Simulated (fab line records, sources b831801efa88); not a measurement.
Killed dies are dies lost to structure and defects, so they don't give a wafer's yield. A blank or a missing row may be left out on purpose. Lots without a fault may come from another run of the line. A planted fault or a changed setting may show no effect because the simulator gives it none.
fab line records | flow gf180mcu
record lots=24 wafers=72 last_day=36
route steps=602 shown V3@431 V4@480 V5@544
lots that met no fault: from a run of the same line without faults
start_h: hours from the record's first day to the start of the lot's first wafer shown | wait_h: hours since the lot's step before | " the same as in the row above | L1.1+2: a row that stands for several wafers | - no value, or no start given | * or withheld: withheld | < > ~ a bound
route shown NAME@n: a module of which the file shows steps, and the number in the route of the first | usual: mean/standard deviation of fault-free wafers | same: alike in all rows | chamber/n: place in a boat | sites: the reading at each site | _std_site: their standard deviation | _edge_site: outer sites' mean less inner sites' | radius_mm: how far each site lies from the wafer's centre | mask NAME#n: copy n | behind: the tool/chamber that last shaped the wafer | hold: why the lot was held/for how many hours/how that ended | device: the transistor (n, p or np) that didn't switch | end of line: the same wafers' tests at the end of the route | a step without rows: its recipe alone | killed: dies lost to structure and defects at the first sort, not the wafer's yield | map: a wafer's dies, x killed, . not, _ none there
set.NAME: the setting as run; set.NAME@STEP: as run at that earlier step | model.NAME: the simulator's own value behind a step, which no gauge read
steps of the route over a sample of lots; a table a step, a row a wafer
services: from which hour (start_h, from the record's first day; less than 0 if before it) a tool's chamber was out of use, for how many hours, and why
## steps
# step GF_V3_CVD_02
# recipe material=SiO2 target_thk_nm=850 precursor=TEOS temp_c=400 time_s=94.851 rf_w=600
# usual heater_power_outer_w=381/48 heater_power_w=650/69 rf_fwd_power_W=596.0/2.2
# columns lot.wafer tool chamber start_h wait_h heater_power_outer_w heater_power_w rf_fwd_power_W
L074.2 pecvd-02 0 539.85 0.0 344 643 595.0
L074.5 " 0 " " 397 701 597.9
L074.6 " 2 " " 456 705 598.9
L075.3 pecvd-02 1 553.47 0.0 378 669 593.6
L075.5 " 0 " " 328 630 598.2
L075.6 " 2 " " 429 638 598.7
L076.1 pecvd-02 2 559.66 0.1 462 694 596.7
L076.4 " 1 " " 387 629 596.2
L076.6 " 0 " " 409 720 594.5
L077.1 pecvd-02 1 567.94 0.1 388 652 596.4
L077.3 " 2 " " 429 643 598.8
L077.5 " 2 " " 449 682 595.4
L078.1 pecvd-03 0 572.07 0.1 348 604 596.4
L078.5 " 1 " " 397 686 599.4
L078.6 " 2 " " 342 590 595.1
L079.1 pecvd-04 2 583.87 0.1 420 733 592.1
L079.2 " 0 " " 389 656 593.3
L079.6 " 1 " " 412 723 596.4
L080.2 pecvd-03 0 589.30 0.0 329 601 593.7
L080.3 " 2 " " 328 566 597.1
L080.4 " 0 " " 377 666 596.8
L081.1 pecvd-03 0 594.67 0.1 373 635 594.8
L081.4 " 0 " " 414 689 595.8
L081.6 " 2 " " 357 604 596.7
L082.2 pecvd-02 1 609.86 0.0 371 634 598.9
L082.4 " 2 " " 419 601 596.5
L082.6 " 1 " " 388 658 595.3
L083.1 pecvd-03 1 614.55 0.1 329 628 596.3
L083.2 " 2 " " 349 606 593.8
L083.6 " 2 " " 265 481 596.3
L084.2 pecvd-02 1 623.20 0.0 302 530 598.0
L084.4 " 2 " " 355 532 598.4
L084.6 " 0 " " 371 664 597.1
L085.1 pecvd-04 1 629.94 0.1 378 659 596.8
L085.3 " 0 " " 359 611 596.1
L085.6 " 2 " " 359 650 591.9
L086.1 pecvd-04 1 634.45 0.1 398 713 596.2
L086.5 " 2 " " 468 821 590.3
L086.6 " 0 " " 414 693 595.1
L087.2 pecvd-02 0 640.98 0.0 410 704 597.2
L087.3 " 2 " " 471 683 600.2
L087.4 " 1 " " 285 523 592.8
L088.2 pecvd-03 0 651.01 0.0 420 699 593.1
L088.3 " 1 " " 399 719 597.8
L088.5 " 0 " " 431 715 592.0
L089.2 pecvd-02 1 655.49 0.0 381 645 595.8
L089.4 " 1 " " 288 528 597.4
L089.6 " 0 " " 419 713 592.0
L090.3 pecvd-03 1 660.87 0.0 340 628 598.0
L090.5 " 2 " " 355 611 594.9
L090.6 " 1 " " 369 682 598.2
L091.1 pecvd-04 2 671.37 0.1 438 748 593.4
L091.3 " 0 " " 401 657 595.3
L091.4 " 0 " " 419 715 596.5
L092.4 pecvd-02 1 674.88 0.1 292 527 600.1
L092.5 " 2 " " 437 658 597.4
L092.6 " 0 " " 305 579 594.0
L093.1 pecvd-02 0 680.57 0.1 389 681 600.4
L093.5 " 2 " " 439 634 596.3
L093.6 " 1 " " 290 538 595.9
L094.1 pecvd-03 1 684.55 0.1 351 644 599.3
L094.3 " 2 " " 315 562 596.5
L094.4 " 1 " " 376 688 597.1
L095.1 pecvd-04 1 693.38 0.1 390 709 594.9
L095.3 " 0 " " 393 663 597.1
L095.4 " 1 " " 421 727 596.7
L096.1 pecvd-03 0 702.00 0.1 426 736 597.6
L096.4 " 1 " " 376 669 596.8
L096.6 " 2 " " 351 596 595.1
L097.3 pecvd-04 1 706.05 0.0 355 646 595.8
L097.4 " 1 " " 398 704 594.6
L097.5 " 2 " " 445 775 593.4
# step GF_V3_ETCH_16
# recipe chemistry=N2/H2 target_depth_a=withheld overetch_a=withheld time_s=withheld target=BARC ion_energy_ev=200 source_w=500 bias_w=100 pressure_mtorr=30 n2_flow_sccm=100 h2_flow_sccm=200
# usual drypump_motor_current_A=5.8/0.43 n2_flow_sccm=99.95/0.27 oes_product_au=0.854/0.0047 rf_fwd_power_W=494.6/2.3 throttle_valve_pct=13.225/0.0095
# columns lot.wafer tool chamber start_h wait_h drypump_motor_current_A n2_flow_sccm oes_product_au rf_fwd_power_W throttle_valve_pct
L074.2 rie_diel-04 3 564.82 0.0 5.8 100.06 0.851 495.8 13.225
L074.5 " 0 " " 5.0 99.93 0.851 495.8 13.223
L074.6 " 1 " " 5.4 100.10 0.860 494.6 13.229
L075.3 rie_diel-02 1 576.91 0.0 6.2 99.70 0.854 493.9 13.224
L075.5 " 0 " " 6.2 99.65 0.860 494.0 13.229
L075.6 " 3 " " 5.4 99.81 0.852 495.9 13.220
L076.1 rie_diel-02 0 582.77 0.0 6.2 99.94 0.860 493.8 13.228
L076.4 " 3 " " 5.4 100.34 0.856 499.0 13.221
L076.6 " 2 " " 5.9 100.51 0.859 492.1 13.231
L077.1 rie_diel-02 3 591.61 0.0 5.4 100.11 0.853 498.4 13.231
L077.3 " 1 " " 6.2 100.12 0.857 492.8 13.235
L077.5 " 1 " " 6.1 100.31 0.858 491.9 13.224
L078.1 rie_diel-01 3 595.49 0.0 5.0 99.63 0.854 494.1 13.226
L078.5 " 3 " " 5.0 99.98 0.848 493.8 13.230
L078.6 " 0 " " 6.2 99.80 0.852 491.4 13.218
L079.1 rie_diel-02 0 607.19 0.0 6.2 99.82 0.851 493.6 13.232
L079.2 " 2 " " 5.9 99.86 0.862 495.2 13.232
L079.6 " 0 " " 6.2 99.91 0.843 491.9 13.228
L080.2 rie_diel-04 3 611.69 0.0 5.8 99.78 0.848 498.3 13.235
L080.3 " 0 " " 5.0 100.29 0.846 495.4 13.227
L080.4 " 2 " " 5.5 99.99 0.850 494.6 13.229
L081.1 rie_diel-02 2 617.61 0.0 5.9 99.94 0.860 496.3 13.246
L081.4 " 3 " " 5.4 100.10 0.856 498.4 13.232
L081.6 " 2 " " 5.9 100.10 0.852 495.6 13.221
L082.2 rie_diel-02 2 633.24 0.0 5.9 100.14 0.859 494.3 13.237
L082.4 " 0 " " 6.2 99.48 0.856 495.9 13.224
L082.6 " 0 " " 6.2 100.10 0.855 491.5 13.218
L083.1 rie_diel-01 2 636.84 0.0 6.2 99.58 0.855 497.9 13.222
L083.2 " 3 " " 5.0 100.08 0.849 492.5 13.223
L083.6 " 2 " " 6.2 99.58 0.856 499.9 13.222
L084.2 rie_diel-04 1 645.09 0.0 5.4 99.98 0.852 495.7 13.230
L084.4 " 3 " " 5.9 99.38 0.852 495.3 13.241
L084.6 " 0 " " 5.0 100.05 0.861 496.1 13.212
L085.1 rie_diel-02 2 652.39 0.0 5.9 99.96 0.849 495.1 13.221
L085.3 " 3 " " 5.4 100.13 0.856 499.0 13.234
L085.6 " 0 " " 6.2 100.12 0.850 489.9 13.225
L086.1 rie_diel-02 3 655.99 0.0 5.4 99.90 0.849 496.9 13.229
L086.5 " 1 " " 6.1 99.72 0.855 492.5 13.232
L086.6 " 2 " " 5.9 99.92 0.847 494.9 13.226
L087.2 rie_diel-02 3 662.61 0.0 5.4 99.61 0.855 496.5 13.216
L087.3 " 1 " " 6.2 100.10 0.855 491.2 13.246
L087.4 " 0 " " 6.3 99.82 0.856 492.9 13.231
L088.2 rie_diel-01 3 672.71 0.0 4.9 99.69 0.860 493.9 13.229
L088.3 " 0 " " 6.2 100.09 0.852 495.1 13.226
L088.5 " 3 " " 5.0 99.65 0.848 495.2 13.213
L089.2 rie_diel-01 3 676.67 0.0 5.0 100.20 0.852 494.6 13.218
L089.4 " 0 " " 6.2 100.08 0.858 493.0 13.242
L089.6 " 2 " " 6.2 99.60 0.855 494.0 13.231
L090.3 rie_diel-02 1 682.37 0.0 6.2 99.99 0.856 492.1 13.220
L090.5 " 3 " " 5.4 99.86 0.853 498.3 13.224
L090.6 " 0 " " 6.2 99.95 0.858 492.7 13.225
L091.1 rie_diel-02 2 692.46 0.0 5.9 100.06 0.858 491.5 13.205
L091.3 " 1 " " 6.2 100.08 0.853 491.9 13.223
L091.4 " 3 " " 5.4 99.40 0.852 495.4 13.237
L092.4 rie_diel-01 1 695.71 0.0 6.1 100.05 0.852 493.5 13.226
L092.5 " 1 " " 6.1 100.13 0.858 493.1 13.224
L092.6 " 2 " " 6.2 100.25 0.847 494.5 13.202
L093.1 rie_diel-02 2 701.86 0.0 5.9 100.26 0.863 496.3 13.229
L093.5 " 3 " " 5.4 99.72 0.852 499.9 13.223
L093.6 " 0 " " 6.2 99.37 0.868 493.1 13.218
L094.1 rie_diel-01 2 705.59 0.0 6.2 99.62 0.855 495.5 13.237
L094.3 " 1 " " 6.1 100.13 0.854 494.2 13.235
L094.4 " 0 " " 6.2 99.65 0.855 491.4 13.201
L095.1 rie_diel-02 3 714.29 0.0 5.5 100.32 0.844 499.2 13.225
L095.3 " 0 " " 6.2 100.38 0.848 493.7 13.231
L095.4 " 2 " " 5.9 99.70 0.851 495.3 13.215
L096.1 rie_diel-02 0 722.64 0.0 6.2 100.10 0.856 491.8 13.221
L096.4 " 2 " " 5.9 99.75 0.855 493.9 13.229
L096.6 " 1 " " 6.2 99.43 0.845 492.4 13.226
L097.3 rie_diel-02 1 725.94 0.0 6.2 100.02 0.859 491.3 13.211
L097.4 " 0 " " 6.2 99.86 0.854 494.8 13.228
L097.5 " 3 " " 5.4 100.02 0.858 497.9 13.228
# step GF_V4_CMP_04
# recipe material=SiO2 down_force_psi=4 platen_rpm=60 pad_velocity_m_s=0.94248
# usual motor_current_A=11.7/1.3 time_to_endpoint_s=82/4.8
# columns lot.wafer tool chamber start_h wait_h motor_current_A time_to_endpoint_s
L074.2 cmp-01 0 590.20 0.1 11.6 72
L074.6 " 3 " " 9.3 80
L074.5 " 0 " " 12.4 76
L075.3 cmp-02 0 601.69 0.1 11.3 76
L075.6 " 2 " " 11.8 85
L075.5 " 3 " " 11.4 85
L076.4 cmp-01 0 607.87 0.0 12.3 77
L076.1 " 2 " " 11.4 71
L076.6 " 1 " " 11.2 77
L077.3 cmp-01 1 616.39 0.2 11.6 82
L077.1 " 3 " " 9.7 72
L077.5 " 1 " " 10.7 80
L078.1 cmp-02 1 621.00 0.1 13.5 80
L078.5 " 1 " " 14.3 88
L078.6 " 2 " " 12.8 82
L079.1 cmp-02 3 632.05 0.1 11.0 84
L079.2 " 2 " " 12.8 72
L079.6 " 0 " " 12.1 82
L080.4 cmp-01 1 636.16 0.1 10.8 84
L080.2 " 2 " " 10.3 78
L080.3 " 3 " " 9.8 79
L081.1 cmp-02 1 643.18 0.1 15.0 76
L081.4 " 2 " " 12.1 82
L081.6 " 3 " " 10.8 90
L082.2 cmp-01 0 656.62 0.1 12.6 80
L082.4 " 2 " " 11.5 83
L082.6 " 3 " " 9.7 89
L083.2 cmp-02 0 660.50 0.1 10.6 78
L083.1 " 1 " " 13.9 73
L083.6 " 2 " " 12.7 79
L084.4 cmp-01 1 668.72 0.0 10.9 87
L084.2 " 2 " " 11.4 75
L084.6 " 1 " " 11.5 89
L085.1 cmp-01 0 676.25 0.1 12.4 77
L085.3 " 2 " " 10.5 83
L085.6 " 1 " " 11.1 85
L086.1 cmp-02 0 679.35 0.1 11.8 81
L086.5 " 0 " " 11.9 91
L086.6 " 1 " " 14.7 83
L087.4 cmp-02 2 686.23 0.0 12.5 79
L087.3 " 0 " " 11.8 78
L087.2 " 1 " " 14.2 78
L088.3 cmp-02 2 696.34 0.1 12.4 72
L088.2 " 3 " " 10.5 82
L088.5 " 0 " " 10.8 82
L089.2 cmp-02 1 699.25 0.0 13.8 75
L089.4 " 0 " " 11.3 83
L089.6 " 1 " " 14.2 88
L090.3 cmp-01 1 705.48 0.1 11.2 84
L090.6 " 0 " " 12.1 87
L090.5 " 1 " " 11.0 88
L091.3 cmp-01 0 715.00 0.1 12.2 83
L091.1 " 1 " " 11.3 80
L091.4 " 2 " " 11.2 86
L092.4 cmp-01 0 717.68 0.1 12.9 85
L092.6 " 3 " " 9.8 88
L092.5 " 0 " " 12.4 87
L093.1 cmp-02 0 724.41 0.1 11.8 79
L093.6 " 2 " " 12.4 78
L093.5 " 3 " " 11.0 84
L094.1 cmp-02 0 727.96 0.1 11.1 80
L094.3 " 1 " " 14.7 84
L094.4 " 2 " " 13.2 80
L095.4 cmp-01 2 735.88 0.0 10.7 89
L095.3 " 0 " " 12.3 84
L095.1 " 1 " " 11.0 86
L096.4 cmp-02 2 744.23 0.1 12.4 79
L096.1 " 3 " " 10.7 89
L096.6 " 0 " " 11.4 87
L097.4 cmp-02 2 747.88 0.4 12.4 82
L097.3 " 3 " " 10.7 86
L097.5 " 0 " " 11.6 94
# step GF_V4_CD_MEAS_14
# recipe target_cd_nm=260
# usual cd_nm=260.0/1.5
# columns lot.wafer tool chamber start_h wait_h cd_nm
L074.2 cd_sem-01 - 612.68 0.1 260.4
L074.5 " - " " 260.3
L074.6 " - " " 260.9
L075.3 cd_sem-01 - 624.10 0.1 259.2
L075.5 " - " " 260.4
L075.6 " - " " 259.4
L076.1 cd_sem-01 - 630.36 0.1 259.6
L076.4 " - " " 258.6
L076.6 " - " " 257.9
L077.1 cd_sem-02 - 638.66 0.1 258.7
L077.3 " - " " 259.4
L077.5 " - " " 259.0
L078.1 cd_sem-02 - 643.11 0.1 260.9
L078.5 " - " " 261.6
L078.6 " - " " 262.1
L079.1 cd_sem-01 - 653.81 0.1 260.4
L079.2 " - " " 260.9
L079.6 " - " " 260.1
L080.2 cd_sem-02 - 657.73 0.1 260.4
L080.3 " - " " 258.1
L080.4 " - " " 257.9
L081.1 cd_sem-01 - 664.76 0.1 260.6
L081.4 " - " " 261.2
L081.6 " - " " 261.4
L082.2 cd_sem-01 - 677.18 0.1 259.4
L082.4 " - " " 259.7
L082.6 " - " " 259.5
L083.1 cd_sem-02 - 681.36 0.1 263.1
L083.2 " - " " 262.7
L083.6 " - " " 261.8
L084.2 cd_sem-02 - 689.83 0.1 258.9
L084.4 " - " " 258.7
L084.6 " - " " 259.5
L085.1 cd_sem-02 - 697.61 0.2 258.1
L085.3 " - " " 259.3
L085.6 " - " " 259.3
L086.1 cd_sem-02 - 700.06 0.1 260.6
L086.5 " - " " 259.6
L086.6 " - " " 259.6
L087.2 cd_sem-01 - 706.13 0.1 258.8
L087.3 " - " " 259.8
L087.4 " - " " 258.9
L088.2 cd_sem-01 - 716.63 0.1 257.2
L088.3 " - " " 259.5
L088.5 " - " " 258.2
L089.2 cd_sem-02 - 719.48 0.1 261.6
L089.4 " - " " 260.7
L089.6 " - " " 260.2
L090.3 cd_sem-02 - 725.50 0.1 260.1
L090.5 " - " " 260.7
L090.6 " - " " 259.5
L091.1 cd_sem-01 - 734.21 0.1 258.1
L091.3 " - " " 256.5
L091.4 " - " " 257.0
L092.4 cd_sem-01 - 737.27 0.1 259.2
L092.5 " - " " 259.8
L092.6 " - " " 258.8
L093.1 cd_sem-02 - 743.61 0.1 261.4
L093.5 " - " " 261.3
L093.6 " - " " 262.0
L094.1 cd_sem-01 - 747.16 0.1 262.4
L094.3 " - " " 262.9
L094.4 " - " " 261.1
L095.1 cd_sem-01 - 755.01 0.1 261.9
L095.3 " - " " 261.9
L095.4 " - " " 261.3
L096.1 cd_sem-01 - 762.51 0.1 258.4
L096.4 " - " " 258.5
L096.6 " - " " 259.0
L097.3 cd_sem-02 - 766.05 0.1 260.9
L097.4 " - " " 259.7
L097.5 " - " " 260.1
# step GF_V5_CMP_04
# recipe material=SiO2 down_force_psi=4 platen_rpm=60 pad_velocity_m_s=0.94248
# usual motor_current_A=11.7/1.3
# columns lot.wafer tool chamber start_h wait_h motor_current_A
L074.2 cmp-02 0 659.03 0.2 10.8
L074.5 " 1 " " 14.3
L074.6 " 2 " " 12.5
L075.3 cmp-02 2 670.65 0.1 12.1
L075.6 " 1 " " 14.2
L075.5 " 2 " " 12.5
L076.4 cmp-02 2 675.92 0.1 12.0
L076.1 " 3 " " 10.7
L076.6 " 0 " " 11.9
L077.1 cmp-02 2 684.36 0.2 12.8
L077.3 " 1 " " 13.8
L077.5 " 3 " " 10.9
L078.1 cmp-02 1 688.18 0.2 14.2
L078.5 " 2 " " 12.6
L078.6 " 3 " " 10.9
L079.2 cmp-01 3 698.70 0.1 9.9
L079.1 " 0 " " 12.4
L079.6 " 1 " " 11.0
L080.4 cmp-01 3 702.53 0.1 10.2
L080.3 " 0 " " 12.3
L080.2 " 1 " " 11.8
L081.4 cmp-02 3 708.81 0.0 10.4
L081.1 " 2 " " 12.4
L081.6 " 0 " " 11.6
L082.4 cmp-01 2 720.16 0.0 11.2
L082.2 " 3 " " 9.8
L082.6 " 3 " " 9.6
L083.2 cmp-02 2 725.00 0.0 12.8
L083.1 " 1 " " 13.8
L083.6 " 3 " " 10.7
L084.4 cmp-02 3 732.62 0.0 11.0
L084.2 " 2 " " 13.0
L084.6 " 0 " " 11.6
L085.1 cmp-01 2 739.93 0.1 11.6
L085.3 " 3 " " 10.4
L085.6 " 0 " " 12.6
L086.1 cmp-01 0 742.74 0.1 11.7
L086.6 " 0 " " 12.2
L086.5 " 1 " " 11.1
L087.4 cmp-01 1 748.34 0.0 10.5
L087.2 " 2 " " 11.5
L087.3 " 0 " " 13.1
L088.2 cmp-02 0 757.56 0.1 11.8
L088.3 " 2 " " 12.1
L088.5 " 1 " " 14.5
L089.4 cmp-01 3 760.66 0.0 9.3
L089.2 " 0 " " 12.2
L089.6 " 3 " " 9.8
L090.3 cmp-01 2 766.31 0.0 10.6
L090.5 " 2 " " 10.9
L090.6 " 3 " " 9.7
L091.1 cmp-02 2 773.73 0.1 12.0
L091.4 " 3 " " 11.0
L091.3 " 1 " " 13.7
L092.4 cmp-02 3 776.41 0.2 11.4
L092.5 " 0 " " 11.3
L092.6 " 1 " " 14.0
L093.1 cmp-01 2 782.94 0.1 11.2
L093.6 " 1 " " 10.8
L093.5 " 2 " " 11.2
L094.3 cmp-02 2 786.66 0.1 12.7
L094.1 " 3 " " 11.0
L094.4 " 0 " " 11.6
L095.1 cmp-01 0 794.00 0.1 12.1
L095.4 " 1 " " 10.4
L095.3 " 3 " " 9.7
L096.4 cmp-01 0 800.53 0.0 11.8
L096.1 " 3 " " 9.6
L096.6 " 0 " " 12.4
L097.3 cmp-02 2 803.02 0.1 11.8
L097.4 " 3 " " 10.7
L097.5 " 2 " " 12.2
# step GF_V5_STRIP_18
# recipe chemistry=O2/N2 power_w=1400 pressure_mtorr=1500 platen_temp_c=250 o2_flow_sccm=3000 n2_flow_sccm=300 overash_fraction=0.5
# usual drypump_motor_current_A=5.7/0.41 heater_power_w=332/39 n2_flow_sccm=300.0/0.93 oes_product_au=0.570/0.0043
# columns lot.wafer tool chamber start_h wait_h drypump_motor_current_A heater_power_w n2_flow_sccm oes_product_au rf_hours_counter_h
L074.2 plasma_asher-02 1 680.52 - 6.3 393 299.5 0.561 80
L074.5 " 1 " " 6.3 390 300.7 0.573 -
L074.6 " 0 " " 5.9 308 298.3 0.563 -
L075.3 plasma_asher-02 0 692.24 - 5.9 309 299.1 0.575 -
L075.5 " 1 " " 6.2 393 298.7 0.570 -
L075.6 " 0 " " 5.9 300 298.4 0.566 -
L076.1 plasma_asher-02 1 697.27 - 6.2 393 302.5 0.575 82
L076.4 " 0 " " 5.9 309 299.4 0.575 -
L076.6 " 0 " " 5.9 305 299.6 0.573 -
L077.1 plasma_asher-01 0 704.87 - 4.9 338 301.0 0.570 61
L077.3 " 1 " " 5.7 279 301.0 0.575 -
L077.5 " 1 " " 5.7 285 301.4 0.563 -
L078.1 plasma_asher-04 0 707.99 - 5.6 363 300.7 0.569 112
L078.5 " 0 " " 5.6 380 300.5 0.576 -
L078.6 " 1 " " 5.7 310 300.7 0.577 -
L079.1 plasma_asher-01 0 718.17 - 4.9 323 299.4 0.567 63
L079.2 " 1 " " 5.7 287 301.7 0.564 63
L079.6 " 1 " " 5.7 283 301.9 0.569 -
L080.2 plasma_asher-04 0 722.97 - 5.7 377 301.3 0.567 114
L080.3 " 0 " " 5.6 384 300.9 0.574 -
L080.4 " 1 " " 5.8 315 300.5 0.567 -
L081.1 plasma_asher-02 1 729.04 - 6.2 396 301.0 0.574 84
L081.4 " 0 " " 5.9 313 300.2 0.570 -
L081.6 " 1 " " 6.2 393 300.4 0.579 -
L082.2 plasma_asher-02 1 740.17 - 6.3 385 300.3 0.572 85
L082.4 " 1 " " 6.2 396 300.0 0.577 -
L082.6 " 1 " " 6.2 397 298.0 0.569 -
L083.1 plasma_asher-04 0 744.27 - 5.7 365 301.5 0.567 0
L083.2 " 1 " " 5.7 326 298.0 0.574 0
L083.6 " 1 " " 5.8 326 299.5 0.573 -
L084.2 plasma_asher-01 0 751.84 - 4.9 321 300.4 0.572 66
L084.4 " 0 " " 4.9 328 299.9 0.569 -
L084.6 " 0 " " 4.9 328 300.6 0.572 -
L085.1 plasma_asher-02 1 758.92 - 6.3 396 298.4 0.567 87
L085.3 " 0 " " 5.9 311 300.7 0.567 -
L085.6 " 1 " " 6.2 394 300.0 0.574 -
L086.1 plasma_asher-01 1 761.19 - 5.7 277 299.7 0.573 67
L086.5 " 0 " " 4.9 323 299.4 0.567 -
L086.6 " 1 " " 5.7 280 300.6 0.570 -
L087.2 plasma_asher-04 1 767.42 - 5.8 327 299.1 0.572 4
L087.3 " 0 " " 5.6 370 298.7 0.567 -
L087.4 " 1 " " 5.8 314 300.2 0.575 -
L088.2 plasma_asher-01 0 776.54 - 4.9 327 299.9 0.565 68
L088.3 " 0 " " 4.9 328 298.8 0.571 -
L088.5 " 0 " " 5.0 324 299.5 0.565 -
L089.2 plasma_asher-02 0 779.27 - 5.9 298 299.7 0.572 90
L089.4 " 1 " " 6.2 393 299.8 0.570 -
L089.6 " 1 " " 6.2 404 300.0 0.568 -
L090.3 plasma_asher-01 0 784.48 - 5.0 332 299.6 0.575 -
L090.5 " 1 " " 5.7 285 298.4 0.571 -
L090.6 " 0 " " 4.9 330 299.0 0.579 -
L091.1 plasma_asher-01 0 791.99 - 4.9 329 300.3 0.567 70
L091.3 " 1 " " 5.7 276 298.6 0.572 -
L091.4 " 0 " " 4.9 322 301.8 0.575 -
L092.4 plasma_asher-02 0 793.20 - 5.9 300 300.5 0.569 -
L092.5 " 1 " " 6.3 382 300.2 0.574 -
L092.6 " 0 " " 5.9 300 300.6 0.569 -
L093.1 plasma_asher-04 0 800.97 - 5.7 365 301.3 0.563 7
L093.5 " 0 " " 5.6 362 301.0 0.578 -
L093.6 " 1 " " 5.8 322 300.3 0.572 -
L094.1 plasma_asher-01 1 803.62 - 5.7 280 300.7 0.574 71
L094.3 " 1 " " 5.7 279 300.5 0.567 -
L094.4 " 0 " " 4.9 326 300.4 0.566 -
L095.1 plasma_asher-04 1 811.07 - 5.8 323 299.6 0.570 9
L095.3 " 1 " " 5.8 318 300.6 0.570 -
L095.4 " 0 " " 5.7 365 300.9 0.574 -
L096.1 plasma_asher-01 1 817.04 - 5.7 282 300.5 0.570 72
L096.4 " 0 " " 5.0 325 299.8 0.571 -
L096.6 " 1 " " 5.7 277 300.0 0.571 -
L097.3 plasma_asher-04 0 820.38 - 5.6 362 300.0 0.560 -
L097.4 " 1 " " 5.7 319 299.0 0.570 -
L097.5 " 0 " " 5.7 373 301.3 0.569 -
## services
# columns tool chamber start_h hours kind
cmp-02 - 522.74 5.2 pm
pecvd-03 - 534.19 1.2 repair
cmp-01 - 534.52 4.0 repair
plasma_asher-02 - 538.22 3.6 repair
cmp-01 - 568.51 2.8 repair
cmp-02 - 572.32 4.0 pm
cmp-02 - 580.85 1.3 repair
pecvd-02 - 591.12 14.0 pm
cmp-02 - 603.80 7.0 repair
cmp-01 - 609.64 1.2 repair
cmp-01 - 631.18 1.2 repair
cmp-01 - 641.41 7.2 pm
cmp-02 - 647.97 1.3 repair
cmp-01 - 649.35 2.1 repair
cmp-02 - 672.35 0.8 repair
cmp-01 - 680.86 6.2 pm
cmp-01 - 699.89 0.7 repair
rie_diel-02 - 704.15 2.8 pm
cmp-02 - 741.42 1.5 repair
cmp-01 - 744.00 4.0 pm
plasma_asher-01 - 754.33 6.1 repair
cmp-01 - 796.38 2.3 repair
plasma_asher-01 - 809.16 3.5 repair
cmp-01 - 819.81 0.7 repair
## key
fault none
